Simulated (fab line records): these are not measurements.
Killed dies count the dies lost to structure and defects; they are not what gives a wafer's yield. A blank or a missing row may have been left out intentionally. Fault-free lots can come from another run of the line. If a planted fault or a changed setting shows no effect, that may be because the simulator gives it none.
Struck lot and sound lot, side by side / flow sky130 / 36 out of 708 route steps
Sound: wafers L398.1, L398.2, L398.6. Struck: wafer L410.1; the same lot's L410.5 was not struck, so it is left out; see the end for the cause.
For every step that has rows: the tool of each side, followed by ch and its chambers, followed by its first start. Under that, the readings that differ: sound wafers / struck wafers / difference of the means / sigmas: that difference in standard deviations of wafers without a fault.
alike: readings whose means differ by less than 2 such deviations, and words and numbers that are the same on both sides. not compared: withheld readings, readings that some wafer has no value for, bounds like >300 that may hide the same value, and numbers for which the record gives no deviation and whose values overlap.
Wherever a step has rows on one side only, a row that says differs or no value, or a row with sigmas, the two part there. Numbers that don't overlap but have no deviation are shown without sigmas and don't part them. Lack of a reading on every wafer of one side parts them only where that side has two or more wafers.

first, 9 steps without rows for these wafers: SKY_LOCAL_INTERCONNECT_PEB_09; SKY_LOCAL_INTERCONNECT_DEVELOP_10 (develop time 60 s); SKY_LOCAL_INTERCONNECT_ETCH_13 (etches BARC in N2/H2, stops on SiO2, time 45.9 s, target depth 60 nm); SKY_LOCAL_INTERCONNECT_METAL_ETCH_14 (etches TiN in Cl2/BCl3, stops on PSG, target depth 110 nm, time 31.4 s); SKY_LOCAL_INTERCONNECT_STRIP_15 (strips in O2/N2); SKY_LOCAL_INTERCONNECT_STRIP_16 (strips in post etch residue remover, time 1200 s); SKY_LOCAL_INTERCONNECT_CLEAN_17 (cleans in IPA, time 180 s); SKY_LOCAL_INTERCONNECT_CLEAN_18 (cleans in O3/DIW); SKY_CONTACT_CVD_00 (deposits Si3N4, target thk 75 nm).
SKY_CONTACT_HDPCVD_02: deposits SiO2, target thk 565 nm, time 94.2 s.
  sound on hdpcvd-02 ch 1,2, day 31 00:02; struck on hdpcvd-02 ch 0, day 35 09:14
reading=model.SiO2_of_CONTACT_HDPCVD_02.thkNm (nm); sound=573 557.7 557.2; struck=246.7; difference=-315.9; sigmas=
SKY_CONTACT_THK_MEAS_03:
  sound on filmMetro-01, day 31 00:07; struck on filmMetro-01, day 35 09:32
reading=CONTACT_HDPCVD_THK (nm); sound=573 557 557; struck=247; difference=-315; sigmas=-35
  not compared: hold
SKY_CONTACT_CMP_04: polishes SiO2.
  sound on cmp-02 ch 0,2,3, day 31 00:13; struck on cmp-01 ch 0, day 35 10:30
reading=hold; sound=- - -; struck=awaitDispo/0.8h/release; difference=no value on the sound wafers; sigmas=
reading=timeToEndpointS (s); sound=92 86 80; struck=42; difference=-44; sigmas=-8
  alike: edgeZonePressureFrac, motorCurrentA
SKY_CONTACT_BOW_MEAS_05:
  sound on filmMetro-03, day 31 00:28; struck on filmMetro-01, day 35 10:59
  not compared: hold, CONTACT_BOW
then, 8 steps without rows for these wafers: SKY_CONTACT_HMDS_07 (prime time 60 s); SKY_CONTACT_COAT_08 (resist thk 60 nm); SKY_CONTACT_COAT_09 (resist thk 450 nm); SKY_CONTACT_SOFTBAKE_10 (time 90 s); SKY_CONTACT_EXPOSE_11 (exposes mask CTM1, target cd 170 nm); SKY_CONTACT_PEB_12; SKY_CONTACT_DEVELOP_13 (develop time 60 s); SKY_CONTACT_ETCH_16 (etches BARC in N2/H2, stops on SiO2, time 45.9 s, target depth 60 nm).
SKY_CONTACT_ETCH_17: etches SiO2 in C4F8/O2/Ar, stops on Si3N4, target depth 340 nm.
  sound on rieDiel-01 ch 0,1,2, day 32 04:38; struck on rieDiel-02 ch 1, day 36 12:49
reading=oesProductAu (a.u.); sound=0.899 0.886 0.892; struck=0.755; difference=-0.137; sigmas=-26
reading=model.CONTACT.featureDepthNm (nm); sound=340.4 342.4 339.9; struck=246.7; difference=-94.2; sigmas=
reading=model.etch.depthNm (nm); sound=340.4 342.4 339.9; struck=246.7; difference=-94.2; sigmas=
  alike: rfFwdPowerW
then, 12 steps without rows for these wafers: SKY_CONTACT_ETCH_18 (etches Si3N4 in CHF3/O2, stops on TiN, time 39 s, target depth 75 nm); SKY_CONTACT_STRIP_19 (strips in O2/N2); SKY_CONTACT_STRIP_20 (strips in post etch residue remover, time 1200 s); SKY_CONTACT_CLEAN_21 (cleans in IPA, time 180 s); SKY_CONTACT_CLEAN_22 (cleans in O3/DIW); SKY_CONTACT_SPUTTER_23 (material TiN, target thk 20 nm, time 80 s); SKY_CONTACT_CVD_24 (deposits W, target thk 340 nm, time 102.12 s); SKY_CONTACT_CMP_27 (polishes, stops on SiO2, t overpolish 15 s, target thk 0 nm); SKY_METAL1_SPUTTER_00 (material Ti, target thk 15 nm, time 10 s); SKY_METAL1_SPUTTER_01 (material TiN, target thk 20 nm, time 16.7 s); SKY_METAL1_SPUTTER_02 (material AlCu, target thk 250 nm, time 13.3 s); SKY_METAL1_SPUTTER_03 (material Ti, target thk 5 nm, time 3.3 s).
SKY_METAL1_METAL_ETCH_19: etches the open film in Cl2/BCl3, stops on SiO2, target depth 360 nm, time 78 s.
  sound on rieMetal-03 ch 0,1, day 33 10:41; struck on rieMetal-03 ch 0, day 37 17:13
reading=model.SiO2_of_CONTACT_HDPCVD_02.thkNm (nm); sound=326.5 328 325.4; struck=232.5; difference=-94.1; sigmas=
  alike: drypumpMotorCurrentA, oesProductAu, rfFwdPowerW, throttleValvePct
  not compared: rfHoursCounterH
-- the record jumps here: 12 days lie between the struck wafers' starts before and after (it left off in module METAL1 and takes up again in module PAD_OPEN, whose first step shown is number 708 of the route) --
SKY_PAD_OPEN_PROBE_99:
  sound on prober-01, day 46 10:40; struck on prober-02, day 49 13:38
reading=model.etest.met1Comb.leakLog10AUm; sound=-11.98 -12.04 -11.95; struck=-7.333; difference=+4.657; sigmas=
  not compared: hold

WHERE THEY PART
First at SKY_CONTACT_THK_MEAS_03; last, within this record, at SKY_CONTACT_ETCH_17. Later steps at which nothing parts them and some readings are alike: SKY_METAL1_METAL_ETCH_19.

WHY: what had been put in by the simulator
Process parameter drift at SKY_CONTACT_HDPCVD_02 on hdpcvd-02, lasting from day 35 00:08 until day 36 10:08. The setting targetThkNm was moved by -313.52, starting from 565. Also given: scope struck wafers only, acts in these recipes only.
